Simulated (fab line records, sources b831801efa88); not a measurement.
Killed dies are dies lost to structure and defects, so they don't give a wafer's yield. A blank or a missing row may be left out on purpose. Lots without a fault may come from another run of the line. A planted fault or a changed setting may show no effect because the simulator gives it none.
Which tool did it? | flow sky130 | 11 lots, 33 wafers sampled, at 4 steps of a route of 708

WHAT THE GAUGES READ, wafer by wafer
SKY_SONOS_ONO_THK_MEAS_01.
lot  | measured     | on            | SONOS_ONO_OXIDATION_THK (nm)
L473 | day 12 07:02 | film_metro-03 | 2.52 2.53 2.59
L474 | day 12 11:46 | film_metro-03 | 2.57 2.59 2.54
L475 | day 13 09:16 | film_metro-03 | 2.64 2.69 2.67
L479 | day 14 09:22 | film_metro-01 | 1.97 1.97 2.02
L481 | day 15 07:05 | film_metro-04 | 1.98 1.96 1.98
L486 | day 16 18:46 | film_metro-04 | 2.67 2.62 2.61
L488 | day 17 12:38 | film_metro-04 | 2.66 2.63 2.60
L489 | day 18 01:45 | film_metro-04 | 2.61 2.62 2.60
L490 | day 18 07:32 | film_metro-03 | 2.63 2.65 2.72
L491 | day 18 10:22 | film_metro-01 | 2.61 2.69 2.66
L493 | day 19 03:00 | film_metro-03 | 2.62 2.55 2.66

WHICH TOOL RAN EACH LOT (tool, then ch and the chambers of the sampled wafers, then the start)
lot  | SKY_VT_ADJUST_HVTP_STRIP_10          | SKY_VT_ADJUST_PCH_STRIP_09           | SKY_SONOS_ONO_OXIDATION_00
L473 | plasma_asher-04 ch 0,1, day 6 17:02  | plasma_asher-02 ch 0,1, day 11 04:37 | furnace-02 ch 0, day 12 05:41
L474 | plasma_asher-04 ch 0,1, day 6 23:49  | plasma_asher-04 ch 0,1, day 11 09:40 | furnace-02 ch 0, day 12 10:25
L475 | plasma_asher-04 ch 0, day 7 11:58    | plasma_asher-04 ch 0,1, day 12 03:45 | furnace-02 ch 0, day 13 07:54
L479 | plasma_asher-03 ch 0,1, day 8 11:23  | plasma_asher-02 ch 0,1, day 13 06:01 | furnace-02 ch 0, day 14 08:00
L481 | plasma_asher-04 ch 0,1, day 9 04:22  | plasma_asher-03 ch 0,1, day 14 01:05 | furnace-02 ch 0, day 15 05:43
L486 | plasma_asher-04 ch 0,1, day 10 07:50 | plasma_asher-03 ch 0,1, day 15 13:04 | furnace-01 ch 0, day 16 17:25
L488 | plasma_asher-04 ch 0,1, day 10 21:40 | plasma_asher-03 ch 0,1, day 16 05:47 | furnace-01 ch 0, day 17 11:16
L489 | plasma_asher-02 ch 0,1, day 11 07:14 | plasma_asher-03 ch 0,1, day 16 17:33 | furnace-01 ch 0, day 18 00:25
L490 | plasma_asher-03 ch 0,1, day 11 12:36 | plasma_asher-03 ch 0,1, day 17 00:13 | furnace-02 ch 0, day 18 06:10
L491 | plasma_asher-03 ch 0,1, day 11 15:19 | plasma_asher-02 ch 0, day 17 02:18   | furnace-02 ch 0, day 18 09:01
L493 | plasma_asher-04 ch 0,1, day 12 05:29 | plasma_asher-03 ch 0,1, day 17 18:24 | furnace-01 ch 0, day 19 01:39
- SKY_VT_ADJUST_HVTP_STRIP_10: strips in O2/N2.
- SKY_VT_ADJUST_PCH_STRIP_09: strips in O2/N2.
- SKY_SONOS_ONO_OXIDATION_00: stabilise 600 s, purge 300 s, target thk 2.6 nm.

THE ANSWER, worked out from the rows above alone
Rule: what is usual is taken from the lots themselves. Put in order of their means at a reading, lots are off if they are a third of the lots or fewer, leave a main group of 4 or more, and stand apart from it by a gap of 3 or more times the standard deviation of the main group's means; of several such gaps the widest counts. A main group whose means are all the same, to the digits that the tables above print for the reading, isn't used. A lot without any number at a reading at which 4 lots or more have one is off too. The other lots that the step has rows for count as sound.
Off: L479, L481, at SKY_SONOS_ONO_THK_MEAS_01 (SONOS_ONO_OXIDATION_THK). The main group: mean 2.62 nm, standard deviation 0.04.
A tool fits if, at a process step before that reading, it ran every lot that is off, and no sound lot after the first of them. The gauges at SKY_SONOS_ONO_THK_MEAS_01 are tried like those tools. None of those tried fits.

WHAT THE SIMULATOR HAD PUT IN
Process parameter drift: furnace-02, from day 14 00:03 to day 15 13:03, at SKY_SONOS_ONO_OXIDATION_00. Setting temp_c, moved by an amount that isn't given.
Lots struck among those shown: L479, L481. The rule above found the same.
